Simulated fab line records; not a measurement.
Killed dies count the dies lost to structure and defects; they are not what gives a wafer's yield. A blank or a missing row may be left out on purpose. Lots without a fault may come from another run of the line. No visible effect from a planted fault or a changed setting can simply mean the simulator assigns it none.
Split-lot study :: flow sfq-line :: 23 wafers read from 5 lots, route of 325 steps

== SPLIT DETAILS ==
At SFQ_TRILAYER_M0_LITHO_COAT_026 (resist thk 62 nm), the setting spin-rpm was moved away from the recipe's 3000 rpm on 5 of the 23 wafers read, by +3.1% to +4.0%. All remaining wafers had this setting at the recipe value.

The split's own step is where the reading is taken.

== THE READING ==
BARC_of_TRILAYER_M0_LITHO_COAT_026.thk-nm (the simulator's own value, which no gauge read), in nm, at SFQ_TRILAYER_M0_LITHO_COAT_026 (resist thk 62 nm). No usual value for it is given in the file. Average 61.99 nm, standard deviation 0.13 nm, over the 18 wafers here run with the recipe.

wafer: L074.2
tool, chamber at the split: litho-track-03, 0
spin-rpm as run, rpm: 3000
against the recipe: recipe
BARC_of_TRILAYER_M0_LITHO_COAT_026.thk-nm, nm: 62.11
against lot-mates on the recipe: -

wafer: L074.4
tool, chamber at the split: litho-track-03, 0
spin-rpm as run, rpm: 3000
against the recipe: recipe
BARC_of_TRILAYER_M0_LITHO_COAT_026.thk-nm, nm: 61.86
against lot-mates on the recipe: -

wafer: L074.6
tool, chamber at the split: litho-track-03, 0
spin-rpm as run, rpm: 3000
against the recipe: recipe
BARC_of_TRILAYER_M0_LITHO_COAT_026.thk-nm, nm: 61.85
against lot-mates on the recipe: -

wafer: L075.1
tool, chamber at the split: litho-track-03, 0
spin-rpm as run, rpm: 3000
against the recipe: recipe
BARC_of_TRILAYER_M0_LITHO_COAT_026.thk-nm, nm: 62.08
against lot-mates on the recipe: -

wafer: L075.2
tool, chamber at the split: litho-track-03, 0
spin-rpm as run, rpm: 3092
against the recipe: +3.1%
BARC_of_TRILAYER_M0_LITHO_COAT_026.thk-nm, nm: 61.17
against lot-mates on the recipe: -0.94

wafer: L075.4
tool, chamber at the split: litho-track-03, 0
spin-rpm as run, rpm: 3000
against the recipe: recipe
BARC_of_TRILAYER_M0_LITHO_COAT_026.thk-nm, nm: 62.13
against lot-mates on the recipe: -

wafer: L075.5
tool, chamber at the split: litho-track-03, 0
spin-rpm as run, rpm: 3092
against the recipe: +3.1%
BARC_of_TRILAYER_M0_LITHO_COAT_026.thk-nm, nm: 60.91
against lot-mates on the recipe: -1.20

wafer: L075.6
tool, chamber at the split: litho-track-03, 0
spin-rpm as run, rpm: 3092
against the recipe: +3.1%
BARC_of_TRILAYER_M0_LITHO_COAT_026.thk-nm, nm: 61.05
against lot-mates on the recipe: -1.06

wafer: L078.1
tool, chamber at the split: litho-track-02, 0
spin-rpm as run, rpm: 3000
against the recipe: recipe
BARC_of_TRILAYER_M0_LITHO_COAT_026.thk-nm, nm: 62.08
against lot-mates on the recipe: -

wafer: L078.3
tool, chamber at the split: litho-track-02, 0
spin-rpm as run, rpm: 3000
against the recipe: recipe
BARC_of_TRILAYER_M0_LITHO_COAT_026.thk-nm, nm: 61.98
against lot-mates on the recipe: -

wafer: L078.6
tool, chamber at the split: litho-track-02, 0
spin-rpm as run, rpm: 3000
against the recipe: recipe
BARC_of_TRILAYER_M0_LITHO_COAT_026.thk-nm, nm: 61.98
against lot-mates on the recipe: -

wafer: L078.4
tool, chamber at the split: litho-track-02, 0
spin-rpm as run, rpm: 3000
against the recipe: recipe
BARC_of_TRILAYER_M0_LITHO_COAT_026.thk-nm, nm: 61.91
against lot-mates on the recipe: -

wafer: L078.5
tool, chamber at the split: litho-track-02, 0
spin-rpm as run, rpm: 3000
against the recipe: recipe
BARC_of_TRILAYER_M0_LITHO_COAT_026.thk-nm, nm: 61.91
against lot-mates on the recipe: -

wafer: L083.1
tool, chamber at the split: litho-track-03, 0
spin-rpm as run, rpm: 3121
against the recipe: +4.0%
BARC_of_TRILAYER_M0_LITHO_COAT_026.thk-nm, nm: 60.72
against lot-mates on the recipe: -1.09

wafer: L083.2
tool, chamber at the split: litho-track-03, 0
spin-rpm as run, rpm: 3000
against the recipe: recipe
BARC_of_TRILAYER_M0_LITHO_COAT_026.thk-nm, nm: 61.75
against lot-mates on the recipe: -

wafer: L083.4
tool, chamber at the split: litho-track-03, 0
spin-rpm as run, rpm: 3121
against the recipe: +4.0%
BARC_of_TRILAYER_M0_LITHO_COAT_026.thk-nm, nm: 60.82
against lot-mates on the recipe: -0.99

wafer: L083.5
tool, chamber at the split: litho-track-03, 0
spin-rpm as run, rpm: 3000
against the recipe: recipe
BARC_of_TRILAYER_M0_LITHO_COAT_026.thk-nm, nm: 61.88
against lot-mates on the recipe: -

wafer: L083.6
tool, chamber at the split: litho-track-03, 0
spin-rpm as run, rpm: 3000
against the recipe: recipe
BARC_of_TRILAYER_M0_LITHO_COAT_026.thk-nm, nm: 61.79
against lot-mates on the recipe: -

wafer: L085.1
tool, chamber at the split: litho-track-02, 0
spin-rpm as run, rpm: 3000
against the recipe: recipe
BARC_of_TRILAYER_M0_LITHO_COAT_026.thk-nm, nm: 62.09
against lot-mates on the recipe: -

wafer: L085.2
tool, chamber at the split: litho-track-02, 0
spin-rpm as run, rpm: 3000
against the recipe: recipe
BARC_of_TRILAYER_M0_LITHO_COAT_026.thk-nm, nm: 62.07
against lot-mates on the recipe: -

wafer: L085.3
tool, chamber at the split: litho-track-02, 0
spin-rpm as run, rpm: 3000
against the recipe: recipe
BARC_of_TRILAYER_M0_LITHO_COAT_026.thk-nm, nm: 62.25
against lot-mates on the recipe: -

wafer: L085.4
tool, chamber at the split: litho-track-02, 0
spin-rpm as run, rpm: 3000
against the recipe: recipe
BARC_of_TRILAYER_M0_LITHO_COAT_026.thk-nm, nm: 62.02
against lot-mates on the recipe: -

wafer: L085.6
tool, chamber at the split: litho-track-02, 0
spin-rpm as run, rpm: 3000
against the recipe: recipe
BARC_of_TRILAYER_M0_LITHO_COAT_026.thk-nm, nm: 62.16
against lot-mates on the recipe: -

FIT RESULTS
A straight line over all 23 wafers: BARC_of_TRILAYER_M0_LITHO_COAT_026.thk-nm changes by -0.307 nm for each +1% of spin-rpm; r = -0.96; the points scatter about the line by 0.13 nm.
The same after taking each lot's own level away (the mean of its wafers on the recipe; 23 wafers): -0.297 nm for each +1%; r = -0.97; scatter 0.11 nm.
The reading moves by 1.2 nm for the largest change in spin-rpm, on that fit.
Measured against the standard deviation above, the lots' own levels, which go from 61.807 to 62.118 nm, span 2.3 times it.
Consequently the slope shifts little with the lot-to-lot level, the two slopes agreeing.
Check: for one of the wafers moved furthest among these (+4.0%), held out of the fit, the line's prediction against its lot-mates is -1.25 nm. It came out at -1.09 nm against them.

== ADDITIONAL SPLITS CARRIED BY THESE WAFERS ==
Before the reading, these wafers also passed through other splits. Each is held against what the fit with the lots' levels taken away leaves over:
other split on the same wafers: SFQ_TRILAYER_INCOMING_OXIDATION_002 ox-time-s
wafers away from the commonest value: 15
r with BARC_of_TRILAYER_M0_LITHO_COAT_026.thk-nm (lot level and that fit taken away): +0.07

other split on the same wafers: SFQ_TRILAYER_L0_LITHO_COAT_010 resist-thk-nm
wafers away from the commonest value: 10
r with BARC_of_TRILAYER_M0_LITHO_COAT_026.thk-nm (lot level and that fit taken away): -0.16

== THE FILE'S OWN FIT ==
BARC_of_TRILAYER_M0_LITHO_COAT_026.thk-nm changes by -0.29 nm for each +1% of spin-rpm, r = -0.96.
